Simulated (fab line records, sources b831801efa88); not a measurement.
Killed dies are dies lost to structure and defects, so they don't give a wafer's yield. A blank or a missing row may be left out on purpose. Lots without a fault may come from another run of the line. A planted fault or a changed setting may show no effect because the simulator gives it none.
Which tool did it? | flow gf180mcu | 11 lots, 33 wafers sampled, at 5 steps of a route of 602

WHAT THE GAUGES READ, wafer by wafer
GF_V5_THK_MEAS_01. Usual: V5_CVD_00_THK 300 nm, standard deviation 3.2.
lot  | measured     | on            | V5_CVD_00_THK (nm) | flag
L521 | day 26 05:25 | film_metro-01 | 300 301 300        |
L522 | day 26 16:02 | film_metro-04 | 302 302 305        |
L524 | day 27 08:12 | film_metro-04 | 298 301 296        |
L525 | day 27 14:55 | film_metro-01 | 296 304 297        |
L526 | day 27 22:19 | film_metro-01 | 299 301 297        |
L527 | day 28 03:08 | film_metro-04 | 302 302 306        |
L528 | day 28 11:40 | film_metro-02 | 301 298 298        |
L534 | day 30 14:57 | film_metro-01 | 298 303 304        |
L540 | day 31 23:47 | film_metro-04 | 303 296 307        |
L542 | day 32 10:04 | film_metro-02 | 299 302 298        |
L543 | day 32 14:32 | film_metro-01 | 297 299 295        |

GF_PASSIVATION_THK_MEAS_01. Usual: PASSIVATION_CVD_00_THK 1003 nm, standard deviation 13.
lot  | measured     | on            | PASSIVATION_CVD_00_THK (nm) | flag
L521 | day 28 00:35 | film_metro-04 | 998 996 1013                |
L522 | day 28 11:37 | film_metro-01 | 1001 1004 1005              |
L524 | day 29 03:34 | film_metro-04 | 1010 1006 1006              |
L525 | day 29 09:32 | film_metro-01 | 999 997 1012                |
L526 | day 29 15:32 | film_metro-04 | 1014 998 1022               |
L527 | day 29 20:47 | film_metro-04 | 999 1014 1029               |
L528 | day 30 06:04 | film_metro-01 | 987 1010 1008               |
L534 | day 32 05:10 | film_metro-01 | 1450 991 1012 1450 991 1012 | OFF
L540 | day 33 12:29 | film_metro-04 | 1013 1041 1021              |
L542 | day 33 21:35 | film_metro-04 | 992 990 998                 |
L543 | day 34 01:17 | film_metro-04 | 987 1030 1004               |

WHICH TOOL RAN EACH LOT (tool, then ch and the chambers of the sampled wafers, then the start)
lot  | GF_MIM_METAL_ETCH_19              | GF_TOP_METAL_STRIP_17                | GF_PASSIVATION_CVD_00
L521 | rie_metal-03 ch 0,1, day 25 06:35 | plasma_asher-02 ch 1, day 27 23:55   | pecvd-04 ch 0,1, day 28 00:29
L522 | rie_metal-02 ch 0,1, day 25 17:15 | plasma_asher-02 ch 0,1, day 28 10:35 | pecvd-03 ch 1,2, day 28 11:31
L524 | rie_metal-03 ch 0,1, day 26 09:56 | plasma_asher-03 ch 0,1, day 29 02:41 | pecvd-04 ch 0,1,2, day 29 03:30
L525 | rie_metal-02 ch 1, day 26 17:27   | plasma_asher-03 ch 0,1, day 29 08:55 | pecvd-03 ch 1,2, day 29 09:27
L526 | rie_metal-03 ch 0,1, day 27 00:56 | plasma_asher-02 ch 0, day 29 14:52   | pecvd-03 ch 0,2, day 29 15:24
L527 | rie_metal-02 ch 0,1, day 27 06:39 | plasma_asher-03 ch 0,1, day 29 19:47 | pecvd-04 ch 0,1, day 29 20:41
L528 | rie_metal-04 ch 0,1, day 27 14:29 | plasma_asher-02 ch 0,1, day 30 05:27 | pecvd-01 ch 0,1,2, day 30 05:59
L534 | rie_metal-02 ch 0,1, day 29 19:29 | plasma_asher-01 ch 0,1, day 32 04:31 | pecvd-04 ch 0,1,2, day 32 05:05
L540 | rie_metal-04 ch 0,1, day 31 05:01 | plasma_asher-02 ch 0,1, day 33 11:53 | pecvd-03 ch 1,2, day 33 12:23
L542 | rie_metal-04 ch 0,1, day 31 16:20 | plasma_asher-01 ch 0, day 33 20:52   | pecvd-03 ch 0,2, day 33 21:29
L543 | rie_metal-02 ch 0,1, day 31 20:14 | plasma_asher-02 ch 0,1, day 34 00:13 | pecvd-01 ch 1,2, day 34 01:11
- GF_MIM_METAL_ETCH_19: etches the open film in Cl2/BCl3, stops on Si3N4, target depth 324.5 nm, time 54.1 s.
- GF_TOP_METAL_STRIP_17: strips in O2/N2.
- GF_PASSIVATION_CVD_00: deposits SiO2 from TEOS, target thk 1000 nm, time 111.95 s.

WHAT THE TOOLS THEMSELVES READ (means of the sampled wafers that have a number; where no wafer has one, the mark that the record gives instead)
GF_MIM_METAL_ETCH_19. Usual: drypump_motor_current_A 5.9 A, standard deviation 0.69; oes_product_au 0.938 a.u., standard deviation 0.0065; throttle_valve_pct 28.286 %, standard deviation 0.0095.
lot  | tool         | drypump_motor_current_A (A) | oes_product_au (a.u.) | throttle_valve_pct (%) | flag
L521 | rie_metal-03 | 6.6                         | 0.941                 | 28.281                 |
L522 | rie_metal-02 | 5.5                         | 0.940                 | 28.280                 |
L524 | rie_metal-03 | 6.5                         | 0.935                 | 28.288                 |
L525 | rie_metal-02 | 5.6                         | 0.931                 | 28.296                 |
L526 | rie_metal-03 | 6.5                         | 0.936                 | 28.287                 |
L527 | rie_metal-02 | 5.5                         | 0.937                 | 28.296                 |
L528 | rie_metal-04 | 5.8                         | 0.941                 | 28.291                 |
L534 | rie_metal-02 | 5.5                         | 0.944                 | 28.292                 |
L540 | rie_metal-04 | 5.3                         | 0.935                 | 28.284                 |
L542 | rie_metal-04 | 5.8                         | 0.939                 | 28.284                 |
L543 | rie_metal-02 | 5.5                         | 0.939                 | 28.281                 |

GF_TOP_METAL_STRIP_17. Usual: drypump_motor_current_A 5.7 A, standard deviation 0.62; heater_power_w 340 W, standard deviation 30; oes_product_au 0.710 a.u., standard deviation 0.0043; strip_time_to_endpoint_s 13.44 s, standard deviation 0.11.
lot  | tool            | drypump_motor_current_A (A) | heater_power_w (W) | oes_product_au (a.u.) | strip_time_to_endpoint_s (s) | flag
L521 | plasma_asher-02 | 5.2                         | 323                | 0.713                 | 13.67                        |
L522 | plasma_asher-02 | 5.7                         | 334                | 0.710                 | 13.53                        |
L524 | plasma_asher-03 | 5.2                         | 322                | 0.710                 | 13.51                        |
L525 | plasma_asher-03 | 5.7                         | 346                | 0.709                 | 13.25                        |
L526 | plasma_asher-02 | 5.9                         | 335                | 0.708                 | 13.51                        |
L527 | plasma_asher-03 | 5.7                         | 345                | 0.710                 | 13.32                        |
L528 | plasma_asher-02 | 5.4                         | 333                | 0.707                 | 13.28                        |
L534 | plasma_asher-01 | 6.2                         | 359                | 0.709                 | 13.40                        |
L540 | plasma_asher-02 | 5.7                         | 325                | 0.717                 | 13.43                        |
L542 | plasma_asher-01 | 5.3                         | 334                | 0.711                 | 13.54                        |
L543 | plasma_asher-02 | 5.4                         | 322                | 0.711                 | 13.40                        |

GF_PASSIVATION_CVD_00. Usual: heater_power_w 690 W, standard deviation 120.
lot  | tool     | heater_power_w (W) | flag
L521 | pecvd-04 | 553                |
L522 | pecvd-03 | 682                |
L524 | pecvd-04 | 698                |
L525 | pecvd-03 | 695                |
L526 | pecvd-03 | 713                |
L527 | pecvd-04 | 544                |
L528 | pecvd-01 | 609                |
L534 | pecvd-04 | 660                |
L540 | pecvd-03 | 658                |
L542 | pecvd-03 | 781                |
L543 | pecvd-01 | 711                |

THE ANSWER, worked out from the rows above alone
Rule: a lot is off if the mean of its wafers that have a number lies more than 3 standard deviations from the usual mean. A lot without any number at a reading at which 4 lots or more have one is off too. The other lots that the step has rows for count as sound. The gauges are gone through in route order, then the tools' own readings, and for those a lot's mean is taken as printed above. The first step at which some lot is off is used, and at that step the reading that is off furthest; a lot without a number counts as furthest.
Off: L534, at GF_PASSIVATION_THK_MEAS_01 (PASSIVATION_CVD_00_THK).
A tool fits if, at a process step before that reading, it ran every lot that is off, and no sound lot after the first of them. The gauges at GF_PASSIVATION_THK_MEAS_01 are tried like those tools. Can't be told from this: 2 tools fit, pecvd-04 at GF_PASSIVATION_CVD_00, film_metro-01 at GF_PASSIVATION_THK_MEAS_01.

WHAT THE SIMULATOR HAD PUT IN
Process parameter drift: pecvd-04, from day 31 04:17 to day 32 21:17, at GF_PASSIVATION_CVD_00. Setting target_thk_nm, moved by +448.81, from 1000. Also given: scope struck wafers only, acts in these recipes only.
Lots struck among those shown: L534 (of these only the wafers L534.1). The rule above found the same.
